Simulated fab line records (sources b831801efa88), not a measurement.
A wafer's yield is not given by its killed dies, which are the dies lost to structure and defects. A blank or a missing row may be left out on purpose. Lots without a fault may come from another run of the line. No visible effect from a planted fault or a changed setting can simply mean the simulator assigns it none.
A lot that was struck, set against a sound lot | flow sky130 | 18 steps out of a route of 708
Sound: wafers L479.2, L479.4, L479.6. Wafers L491.1, L491.3, L491.4 were the ones struck. The cause comes at the end.
Per side, at each step with rows, come the tool, then ch with its chambers, and then its first start. Under that, the readings that differ: sound wafers | struck wafers | difference of the means | sigmas: that difference in standard deviations of wafers without a fault.
alike: readings whose means differ by less than 2 such deviations, and words and numbers that are the same on both sides. not compared: withheld readings, readings that some wafer has no value for, bounds like >300 that may hide the same value, and numbers for which the record gives no deviation and whose values overlap.
A row with sigmas, a row that says differs or no value, or rows on one side alone: a step with any of these is where the two part. Numbers that don't overlap but have no deviation are shown without sigmas and don't part them. Lack of a reading on every wafer of one side parts them only where that side has two or more wafers.

first, 2 steps without rows for these wafers: SKY_GATE_OXIDE_CLEAN_00 (cleans in SC1/SC2, time 150 s); SKY_GATE_OXIDE_OXIDATION_01 (stabilise 600 s, purge 300 s, target thk 10.268 nm).
SKY_GATE_OXIDE_THK_MEAS_02:
  sound on film-metro-03 at day 13 01:28; struck on film-metro-02 at day 16 19:39
  alike: GATE_OXIDE_OXIDATION_00_THK
then, 7 steps without rows for these wafers: SKY_GATE_OXIDE_DEHYDRATE_03 (time 60 s); SKY_GATE_OXIDE_HMDS_04 (prime time 60 s); SKY_GATE_OXIDE_COAT_05 (resist thk 1140 nm); SKY_GATE_OXIDE_SOFTBAKE_06 (time 60 s); SKY_GATE_OXIDE_EXPOSE_07 (exposes mask LVOM, target cd 600 nm); SKY_GATE_OXIDE_PEB_08; SKY_GATE_OXIDE_DEVELOP_09 (develop time 60 s).
SKY_GATE_OXIDE_OVL_MEAS_10:
  sound on overlay-02 at day 14 02:35; struck on overlay-01 at day 18 00:04
  alike: GATE_OXIDE_OVL
next, for these wafers, 1 step has no rows: SKY_GATE_OXIDE_IMPLANT_11.
SKY_GATE_OXIDE_WET_ETCH_12: etches SiO2 in dHF, target depth 16.8 nm, time 336 s.
  sound on wet-bench-03 ch 1, day 14 02:46; struck on wet-bench-02 ch 2, day 18 00:15
  no value came back on the struck wafers for bath-heat-duty-pct (%), run-length-s (s); on the sound wafers bath-heat-duty-pct (%) reads 5.4 5.1 4.5
  reading                                    | sound             | struck            | difference | sigmas
  model.SiO2_of_FIELD_ISO_CVD_24.thk-nm (nm) | 364.7 364.7 364.7 | 381.3 381.1 382.6 | +17.0      |
SKY_GATE_OXIDE_STRIP_13: strips in O2/N2.
  sound on plasma-asher-03 ch 0,1, day 14 02:52; struck on plasma-asher-03 ch 0,1, day 18 00:22
  alike: drypump-motor-current-A, oes-product-au, strip-time-to-endpoint-s
  not compared: rf-hours-counter-h
SKY_GATE_OXIDE_TW_MEAS_14:
  sound on film-metro-02 at day 14 02:58; struck on film-metro-02 at day 18 00:28
  alike: GATE_OXIDE_TW
SKY_GATE_OXIDE_CLEAN_15: cleans in SC1/SC2, time 150 s.
  sound on wet-bench-04 ch 2, day 14 03:01; struck on wet-bench-03 ch 2, day 18 00:32
  reading                                    | sound         | struck            | difference | sigmas
  model.SiO2_of_FIELD_ISO_CVD_24.thk-nm (nm) | 364 364 364.1 | 380.6 380.4 381.9 | +16.9      |
then, 1 step without rows for these wafers: SKY_GATE_OXIDE_OXIDATION_16 (stabilise 600 s, purge 300 s, target thk 3.57 nm).
-- here the record skips 31 days between the struck wafers' starts before and after, leaving off in module GATE_OXIDE and picking up in module PAD_OPEN (first step shown: number 708 of the route) --
SKY_PAD_OPEN_PROBE_99:
  sound on prober-02 at day 45 19:11; struck on prober-01 at day 48 15:43
  reading             | sound     | struck      | difference | sigmas
  killed-at-front-end | 22 11 11  | 415 421 419 | +404       | +86
  killed-dies         | 82 101 84 | 492 492 492 | +403       | +41
  killed-on-rim       | 15 19 14  | 96 96 96    | +80        | +20
  alike: killed_at_M0_to_M3, killed_at_M4_up, killed-at-contacts, killed-at-other, killed-open, killed-short

## WHERE THEY PART
Earliest at SKY_GATE_OXIDE_WET_ETCH_12; latest, in this record, at SKY_PAD_OPEN_PROBE_99.

WHY: what the simulator had put in
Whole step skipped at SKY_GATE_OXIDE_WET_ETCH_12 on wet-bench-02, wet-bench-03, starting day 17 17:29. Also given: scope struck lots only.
